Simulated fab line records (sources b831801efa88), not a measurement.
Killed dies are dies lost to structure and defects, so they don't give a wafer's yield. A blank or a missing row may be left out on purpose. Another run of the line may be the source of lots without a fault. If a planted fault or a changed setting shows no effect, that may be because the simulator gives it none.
Code-filled problem report in 8D (eight disciplines) form + flow sky130 + the parts of the form that need people (team, actions taken, sign-off) are left out

## 1. THE PROBLEM
Wafers without a fault read 0.3, standard deviation 0.56; killed-at-other at SKY_PAD_OPEN_PROBE_99 reads a mean of 46.2 on 6 wafers belonging to 2 lots. Relative to the usual mean, that is a shift of +82 standard deviations.
Seen first at day 48 01:52 on prober-02, wafer L243.1. The record holds 6 wafers of 2 lots with a number at this step. Rule for "out" (also "out of limits"): further than 4 standard deviations from the usual mean. Any other wafer with a number is counted as sound.

## 2. WHAT THIS IS AND IS NOT
| question                    | is                     | is not                                                                      |
|-----------------------------|------------------------|-----------------------------------------------------------------------------|
| which readings at this step | killed-at-other        | killed_at_M0_to_M3, killed_at_M4_up, killed-at-front-end, sort_bin_6_memory |
| which lots                  | L243, L246             | -                                                                           |
| which wafers of those lots  | all that have a number | -                                                                           |
| read on which tools         | prober-01, prober-02   | -                                                                           |
| when                        | from day 48 01:52      | up to then (0 sound wafers)                                                 |

## 3. THE SUSPECTS, EACH WITH WHAT RULES IT OUT
Counting: any tool at a process step up to the reading is kept as a suspect provided that every lot that is out went through it and no sound lot did after the first of them.
- rie-metal-01 at SKY_CAP2M_METAL_ETCH_13 (etches TiN in Cl2/BCl3, stops on SiO2, target depth 220 nm, time 62.9 s): kept. It ran every lot that is out, first L243 (day 43 20:39), and no sound lot after that.
- pvd-sputter-03 at SKY_VIA4_SPUTTER_17 (material TiN, target thk 20 nm, time 80 s): kept. It ran every lot that is out, first L243 (day 45 18:52), and no sound lot after that.
- pvd-sputter-01 at SKY_METAL5_SPUTTER_02 (material AlCu, target thk 1150 nm, time 61.2 s): kept. It ran every lot that is out, first L243 (day 45 19:49), and no sound lot after that.
The count leaves rie-metal-01 at SKY_CAP2M_METAL_ETCH_13, pvd-sputter-03 at SKY_VIA4_SPUTTER_17, and pvd-sputter-01 at SKY_METAL5_SPUTTER_02.

## 4. THE CAUSE (what the simulator had put in)
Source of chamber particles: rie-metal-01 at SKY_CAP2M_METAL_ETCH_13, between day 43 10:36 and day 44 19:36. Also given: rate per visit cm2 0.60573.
This tool is one of the 3 suspects left after counting.

## 5. THE EFFECT CHAIN, in route order
Rows list readings where the struck wafers' mean (over those with a number) sits beyond 3 standard deviations from the usual. Only readings for which the record gives a usual standard deviation are gone through. hours: the time from each lot's start at the first step in this table that gives one to its start at this step, as a median over the lots. sigmas: the change in usual standard deviations.
| hours | step                  | reading              | usual  | on struck wafers | change | sigmas |
|-------|-----------------------|----------------------|--------|------------------|--------|--------|
| 0     | SKY_PAD_OPEN_PROBE_99 | defect-limited-yield | 82.4 % | 75.6             | -6.8   | -3.8   |
| 0     | SKY_PAD_OPEN_PROBE_99 | killed-at-other      | 0.3    | 46.2             | +45.9  | +82    |
| 0     | SKY_PAD_OPEN_PROBE_99 | killed-dies          | 86     | 120              | +34    | +3.8   |
| 0     | SKY_PAD_OPEN_PROBE_99 | sort_bin_3_pad_short | 0.8 %  | 2.5              | +1.7   | +3.6   |
| 0     | SKY_PAD_OPEN_PROBE_99 | sort_bin_5_function  | 10.4 % | 15.7             | +5.3   | +3.8   |
| 0     | SKY_PAD_OPEN_PROBE_99 | sort-n-pass          | 406    | 372              | -34    | -3.8   |
| 0     | SKY_PAD_OPEN_PROBE_99 | sort-yield-pct       | 82.4 % | 75.6             | -6.8   | -3.8   |
It contains these process steps:
- SKY_PAD_OPEN_PROBE_99

## 6. HOW IT WOULD HAVE BEEN CAUGHT EARLIER
In this record no reading fell out of limits until day 48 01:52, 111 hours after the fault had begun at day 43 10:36.
No tool reading at SKY_CAP2M_METAL_ETCH_13 that has a usual standard deviation in the record was out on any struck wafer, so an alarm limit of 4 standard deviations on those readings would not have fired.
All the lots that are out (2) had begun SKY_CAP2M_METAL_ETCH_13 on rie-metal-01 by day 48 01:52. Tool hold at that time: it would have spared none of them.
